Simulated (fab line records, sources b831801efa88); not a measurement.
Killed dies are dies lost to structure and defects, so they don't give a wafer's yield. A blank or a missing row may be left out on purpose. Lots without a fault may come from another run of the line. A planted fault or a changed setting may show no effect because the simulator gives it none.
Which tool did it? | flow sfq_line | 13 lots, 39 wafers sampled, at 2 steps of a route of 325

WHAT THE GAUGES READ, wafer by wafer
SFQ_M3_RS_MEAS_919: measures by four-point-probe. Usual: M3_NB_RS 0.888 ohm/sq, standard deviation 0.0091.
lot  | measured     | on            | M3_NB_RS (ohm/sq) | flag
L585 | day 22 22:19 | film_metro-01 | 0.892 0.880 0.894 |
L586 | day 23 09:07 | film_metro-01 | 0.900 0.884 0.899 |
L588 | day 24 03:07 | film_metro-02 | 0.888 0.899 0.893 |
L590 | day 25 11:38 | film_metro-01 | 0.892 0.893 0.884 |
L591 | day 26 00:49 | film_metro-04 | 0.886 0.873 0.879 |
L592 | day 26 06:55 | film_metro-04 | 0.892 0.886 0.892 |
L595 | day 27 10:25 | film_metro-01 | 0.877 0.887 0.877 |
L596 | day 28 05:09 | film_metro-01 | 0.877 0.876 0.875 |
L598 | day 28 21:44 | film_metro-04 | 0.910 0.901 0.891 |
L605 | day 31 22:56 | film_metro-02 | 0.894 0.899 0.591 | OFF
L606 | day 32 02:32 | film_metro-04 | 0.876 0.891 0.886 |
L607 | day 32 20:21 | film_metro-01 | 0.901 0.896 0.904 |
L608 | day 33 02:22 | film_metro-02 | 0.882 0.890 0.882 |

WHICH TOOL RAN EACH LOT (tool, then ch and the chambers of the sampled wafers, then the start)
lot  | SFQ_TRILAYER_M3_DEP_SPUTTER_073
L585 | pvd_sputter-04, day 22 22:14
L586 | pvd_sputter-03, day 23 09:02
L588 | pvd_sputter-06, day 24 03:02
L590 | pvd_sputter-03, day 25 11:32
L591 | pvd_sputter-04, day 26 00:44
L592 | pvd_sputter-03, day 26 06:49
L595 | pvd_sputter-04, day 27 10:20
L596 | pvd_sputter-06, day 28 05:02
L598 | pvd_sputter-04, day 28 21:38
L605 | pvd_sputter-03, day 31 22:51
L606 | pvd_sputter-04, day 32 02:26
L607 | pvd_sputter-04, day 32 20:16
L608 | pvd_sputter-04, day 33 02:16
- SFQ_TRILAYER_M3_DEP_SPUTTER_073: material Nb, target thk 200 nm, time 133.3 s.

WHAT THE TOOLS THEMSELVES READ (means of the sampled wafers that have a number; where no wafer has one, the mark that the record gives instead)
SFQ_TRILAYER_M3_DEP_SPUTTER_073. Usual: cathode_dc_power_W 2000.0 W, standard deviation 0.35; throttle_valve_pct 29.2 %, standard deviation 1.1.
lot  | tool           | cathode_dc_power_W (W) | throttle_valve_pct (%) | flag
L585 | pvd_sputter-04 | 1999.9                 | 29.3                   |
L586 | pvd_sputter-03 | 2000.2                 | 30.1                   |
L588 | pvd_sputter-06 | 2000.1                 | 28.7                   |
L590 | pvd_sputter-03 | 2000.2                 | 29.9                   |
L591 | pvd_sputter-04 | 1999.9                 | 29.4                   |
L592 | pvd_sputter-03 | 2000.1                 | 29.1                   |
L595 | pvd_sputter-04 | 2000.0                 | 29.4                   |
L596 | pvd_sputter-06 | 2000.0                 | 29.8                   |
L598 | pvd_sputter-04 | 1999.8                 | 29.1                   |
L605 | pvd_sputter-03 | 2000.3                 | 29.1                   |
L606 | pvd_sputter-04 | 2000.0                 | 29.0                   |
L607 | pvd_sputter-04 | 1999.6                 | 28.8                   |
L608 | pvd_sputter-04 | 2000.1                 | 28.8                   |

THE ANSWER, worked out from the rows above alone
Rule: a lot is off if the mean of its wafers that have a number lies more than 3 standard deviations from the usual mean. A lot without any number at a reading at which 4 lots or more have one is off too. The other lots that the step has rows for count as sound. The gauges are gone through in route order, then the tools' own readings, and for those a lot's mean is taken as printed above. The first step at which some lot is off is used, and at that step the reading that is off furthest; a lot without a number counts as furthest.
Off: L605, at SFQ_M3_RS_MEAS_919 (M3_NB_RS).
A tool fits if, at a process step before that reading, it ran every lot that is off, and no sound lot after the first of them. The gauges at SFQ_M3_RS_MEAS_919 are tried like those tools. One fits: pvd_sputter-03 at SFQ_TRILAYER_M3_DEP_SPUTTER_073. Its last sound lot is L592 (day 26 06:49), its first lot that is off L605 (day 31 22:51): a fault that began between those two fits.

WHAT THE SIMULATOR HAD PUT IN
Process parameter drift: pvd_sputter-03, from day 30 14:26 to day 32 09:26, at SFQ_TRILAYER_M3_DEP_SPUTTER_073. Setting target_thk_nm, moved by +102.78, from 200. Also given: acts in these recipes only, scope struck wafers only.
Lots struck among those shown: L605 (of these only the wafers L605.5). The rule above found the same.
